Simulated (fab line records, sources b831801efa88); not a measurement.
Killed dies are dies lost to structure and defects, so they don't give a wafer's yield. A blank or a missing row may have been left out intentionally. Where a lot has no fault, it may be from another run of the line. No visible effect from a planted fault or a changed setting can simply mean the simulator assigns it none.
One fault through the eyes of 2 desks | flow gf180mcu | only its own numbers are on each desk; what lay behind them is given at the end

FROM THE METROLOGY DESK
What the gauges read for every lot (on any tool): the sampled wafers with a number, averaged. The brackets show how far a lot's mean lies from the usual mean; more than 4 standard deviations puts the lot out of limits, marked OUT.
Columns: A = cdNm at GF_SAB_CD_MEAS_09, usual 419.8 nm; B = SAB_OVL at GF_SAB_OVL_MEAS_10, usual -0.5 nm; C = SALICIDE_TIN_RS at GF_SALICIDE_RS_MEAS_04, usual 16.5 ohm/sq
lot  | first seen here | A     | B    | C
L897 | day 15 23:32    | 421.0 | 2.4  | 16.4
L899 | day 16 14:47    | 421.6 | 0.9  | 16.0
L901 | day 17 23:14    | 418.3 | -1.2 | 16.0
L908 | day 20 02:20    | 420.4 | -1.0 | 16.8
L912 | day 21 13:44    | 417.8 | 1.4  | 16.8
L914 | day 22 02:29    | 421.2 | 0.3  | 16.5
Finding of this desk: none of the 6 lots has anything out of limits.

TOOL OWNER'S DESK, pvdSputter-03
The tool's own readings at GF_SALICIDE_SPUTTER_03 (material TiN, target thk 20 nm, time 16.7 s): means of the sampled wafers that have a number, for each lot that ran on this tool. The brackets show how far a lot's mean lies from the usual mean; more than 4 standard deviations puts the lot out of limits, marked OUT.
Columns: A = chamberPressurePa at GF_SALICIDE_SPUTTER_03, usual 0.4000 Pa; B = throttleValvePct at GF_SALICIDE_SPUTTER_03, usual 29.8 %
lot  | first seen here | A      | B
L897 | day 16 00:03    | 0.4001 | 30.6
L899 | day 16 15:18    | 0.4005 | 29.8
L901 | day 17 23:46    | 0.4008 | 30.2
Finding of this desk: none of the 3 lots has anything out of limits.

PUT TOGETHER
Metrology desk: nothing out of limits seen.
The desk of the tool owner found nothing out of limits.

WHAT THE SIMULATOR PUT IN
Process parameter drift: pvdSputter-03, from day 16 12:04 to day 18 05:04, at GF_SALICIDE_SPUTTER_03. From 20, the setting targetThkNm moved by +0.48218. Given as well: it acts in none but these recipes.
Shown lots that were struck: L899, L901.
